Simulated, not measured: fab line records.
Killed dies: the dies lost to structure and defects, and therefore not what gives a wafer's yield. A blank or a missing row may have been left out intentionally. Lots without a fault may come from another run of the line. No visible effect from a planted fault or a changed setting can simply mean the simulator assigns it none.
Which tool was responsible? + flow gf180mcu + Sampling: 12 lots, 36 wafers, 5 of 602 route steps

WHAT THE GAUGES SHOWED, per wafer
GF_NWELL_TW_MEAS_11.
| lot  | measured    | on           | NWELL_TW       |
|------|-------------|--------------|----------------|
| L598 | day 3 12:15 | filmMetro-04 | 1552 1551 1551 |
| L599 | day 3 18:22 | filmMetro-04 | 1555 1552 1557 |
| L600 | day 4 00:16 | filmMetro-02 | 1553 1543 1562 |
| L607 | day 5 13:45 | filmMetro-03 | 1578 1586 1580 |
| L608 | day 5 20:54 | filmMetro-04 | 1571 1556 1562 |
| L612 | day 6 19:36 | filmMetro-03 | 1576 1583 1581 |
| L613 | day 6 23:08 | filmMetro-02 | 1554 1548 1556 |
| L615 | day 7 10:43 | filmMetro-02 | 1559 1568 1560 |
| L616 | day 7 15:53 | filmMetro-04 | 1571 1561 1558 |
| L617 | day 7 21:12 | filmMetro-03 | 1580 1581 1579 |
| L618 | day 8 04:10 | filmMetro-02 | 1555 1564 1557 |
| L620 | day 8 15:09 | filmMetro-04 | 1573 1576 1568 |

GF_PSD_RS_MEAS_14: uses a four-point probe to measure.
| lot  | measured     | on           | NSD_RS (ohm/sq)   |
|------|--------------|--------------|-------------------|
| L598 | day 14 13:11 | filmMetro-03 | 46.10 46.14 46.25 |
| L599 | day 14 19:34 | filmMetro-02 | 46.15 46.28 46.24 |
| L600 | day 15 11:47 | filmMetro-03 | 46.23 46.15 46.24 |
| L607 | day 17 19:19 | filmMetro-02 | 42.56 42.64 42.47 |
| L608 | day 18 04:49 | filmMetro-03 | 42.58 42.76 42.59 |
| L612 | day 19 22:08 | filmMetro-02 | 46.16 46.07 46.23 |
| L613 | day 19 22:41 | filmMetro-01 | 46.23 46.37 46.36 |
| L615 | day 20 18:36 | filmMetro-02 | 46.15 46.21 45.91 |
| L616 | day 20 22:20 | filmMetro-01 | 46.23 46.35 46.27 |
| L617 | day 21 05:53 | filmMetro-02 | 46.15 46.17 46.06 |
| L618 | day 21 16:09 | filmMetro-01 | 46.28 46.23 46.33 |
| L620 | day 22 05:04 | filmMetro-01 | 46.24 46.28 46.22 |

GF_SALICIDE_RS_MEAS_04: uses a four-point probe to measure.
| lot  | measured     | on           | SALICIDE_TIN_RS (ohm/sq) |
|------|--------------|--------------|--------------------------|
| L598 | day 15 10:58 | filmMetro-01 | 16.1 16.1 16.2           |
| L599 | day 15 17:28 | filmMetro-03 | 15.9 16.1 15.9           |
| L600 | day 16 09:39 | filmMetro-03 | 16.7 16.7 16.7           |
| L607 | day 18 19:40 | filmMetro-04 | 16.8 16.7 17.0           |
| L608 | day 19 04:44 | filmMetro-04 | 16.1 16.2 16.2           |
| L612 | day 20 22:43 | filmMetro-01 | 16.4 16.6 16.5           |
| L613 | day 20 23:05 | filmMetro-01 | 16.7 16.8 16.7           |
| L615 | day 21 18:54 | filmMetro-03 | 15.9 16.0 15.9           |
| L616 | day 21 22:40 | filmMetro-03 | 16.1 15.9 15.9           |
| L617 | day 22 06:21 | filmMetro-01 | 16.5 16.6 16.3           |
| L618 | day 22 16:29 | filmMetro-01 | 16.8 16.7 16.7           |
| L620 | day 23 04:53 | filmMetro-04 | 16.6 16.3 16.5           |

TOOL THAT RAN EACH LOT (tool first, then ch and the chambers of the sampled wafers, then the start)
| lot  | GF_NSD_IMPLANT_10               | GF_NSD_STRIP_11                     |
|------|---------------------------------|-------------------------------------|
| L598 | implanter-01 ch 0, day 13 16:20 | plasmaAsher-01 ch 0, day 13 16:29   |
| L599 | implanter-01 ch 0, day 13 22:40 | plasmaAsher-04 ch 0,1, day 13 22:49 |
| L600 | implanter-02 ch 0, day 14 14:07 | plasmaAsher-04 ch 0, day 14 14:14   |
| L607 | implanter-02 ch 0, day 16 19:19 | plasmaAsher-01 ch 0,1, day 16 19:28 |
| L608 | implanter-02 ch 0, day 17 05:19 | plasmaAsher-01 ch 0,1, day 17 05:28 |
| L612 | implanter-01 ch 0, day 18 21:16 | plasmaAsher-03 ch 1, day 18 21:25   |
| L613 | implanter-01 ch 0, day 18 21:53 | plasmaAsher-03 ch 0,1, day 18 22:01 |
| L615 | implanter-02 ch 0, day 19 17:13 | plasmaAsher-04 ch 0,1, day 19 17:20 |
| L616 | implanter-01 ch 0, day 19 21:43 | plasmaAsher-04 ch 0,1, day 19 21:50 |
| L617 | implanter-02 ch 0, day 20 05:14 | plasmaAsher-04 ch 0,1, day 20 05:20 |
| L618 | implanter-01 ch 0, day 20 15:35 | plasmaAsher-01 ch 0,1, day 20 15:43 |
| L620 | implanter-01 ch 0, day 21 05:07 | plasmaAsher-03 ch 0,1, day 21 05:16 |
- GF_NSD_IMPLANT_10
- GF_NSD_STRIP_11: strips in O2/N2.

WHAT THE TOOLS THEMSELVES READ (means of the sampled wafers that have a number; where no wafer has one, the mark that the record gives instead)
GF_NSD_IMPLANT_10.
| lot  | tool         | doseIonsCm2 | endStationPressureTorr (Torr) | faradayCurrentUA |
|------|--------------|-------------|-------------------------------|------------------|
| L598 | implanter-01 | 5.003e+14   | 6.9e-06                       | 2829             |
| L599 | implanter-01 | 5.005e+14   | 7.2e-06                       | 2804             |
| L600 | implanter-02 | 5.001e+14   | 7.1e-06                       | 2785             |
| L607 | implanter-02 | 8.260e+14   | 8.8e-06                       | 4491             |
| L608 | implanter-02 | 8.263e+14   | 8.5e-06                       | 4579             |
| L612 | implanter-01 | 5.005e+14   | 7.3e-06                       | 2834             |
| L613 | implanter-01 | 5.005e+14   | 7.2e-06                       | 2819             |
| L615 | implanter-02 | 5.003e+14   | 6.8e-06                       | 2789             |
| L616 | implanter-01 | 4.997e+14   | 7.4e-06                       | 2845             |
| L617 | implanter-02 | 5.004e+14   | 7.5e-06                       | 2749             |
| L618 | implanter-01 | 5.003e+14   | 7.1e-06                       | 2777             |
| L620 | implanter-01 | 4.997e+14   | 7.3e-06                       | 2809             |

GF_NSD_STRIP_11.
| lot  | tool           | chamberPressureMTorr (mTorr) | drypumpMotorCurrentA (A) | heaterPowerW (W) | oesProductAu (a.u.) | stripTimeToEndpointS (s) |
|------|----------------|------------------------------|--------------------------|------------------|---------------------|--------------------------|
| L598 | plasmaAsher-01 | 1501                         | 5.3                      | 286              | 0.488               | 22.89                    |
| L599 | plasmaAsher-04 | 1499                         | 5.3                      | 302              | 0.488               | 22.98                    |
| L600 | plasmaAsher-04 | 1500                         | 5.6                      | 322              | 0.486               | 22.99                    |
| L607 | plasmaAsher-01 | 1498                         | 5.5                      | 320              | 0.486               | 23.25                    |
| L608 | plasmaAsher-01 | 1499                         | 5.7                      | 352              | 0.478               | 23.26                    |
| L612 | plasmaAsher-03 | 1501                         | 6.6                      | 361              | 0.486               | 22.94                    |
| L613 | plasmaAsher-03 | 1500                         | 6.6                      | 332              | 0.485               | 22.95                    |
| L615 | plasmaAsher-04 | 1500                         | 5.3                      | 299              | 0.488               | 22.97                    |
| L616 | plasmaAsher-04 | 1499                         | 5.5                      | 310              | 0.487               | 22.97                    |
| L617 | plasmaAsher-04 | 1500                         | 5.4                      | 296              | 0.488               | 22.94                    |
| L618 | plasmaAsher-01 | 1501                         | 5.6                      | 310              | 0.484               | 22.92                    |
| L620 | plasmaAsher-03 | 1500                         | 6.6                      | 333              | 0.488               | 22.89                    |

THE ANSWER, worked out from the rows above alone
Rule: usual is defined by the lots themselves. Put in order of their means at a reading, lots are off if they are a third of the lots or fewer, leave a main group of 4 or more, and stand apart from it by a gap of 3 or more times the standard deviation of the main group's means; of several such gaps the widest counts. A main group whose means are all the same, to the digits that the tables above print for the reading, isn't used. Also off: a lot with no number at a reading for which 4 or more lots have one. All remaining lots with rows at the step are treated as sound. The gauges are gone through in route order, then the tools' own readings, and for those a lot's mean is taken as printed above. The first step at which some lot is off is used, and at that step the reading that is off furthest; a lot without a number counts as furthest.
Off: L607, L608, seen at GF_PSD_RS_MEAS_14 (NSD_RS). The main group has a mean of 46.21 ohm/sq with a standard deviation of 0.071.
A tool fits if, at a process step before that reading, it ran every lot that is off, and no sound lot after the first of them. The gauges at GF_PSD_RS_MEAS_14 aren't tried: what is off there is off at GF_NSD_IMPLANT_10 too, on other tools, and a gauge's error can't cause that. No candidate that was tried fits.

WHAT THE SIMULATOR PUT IN
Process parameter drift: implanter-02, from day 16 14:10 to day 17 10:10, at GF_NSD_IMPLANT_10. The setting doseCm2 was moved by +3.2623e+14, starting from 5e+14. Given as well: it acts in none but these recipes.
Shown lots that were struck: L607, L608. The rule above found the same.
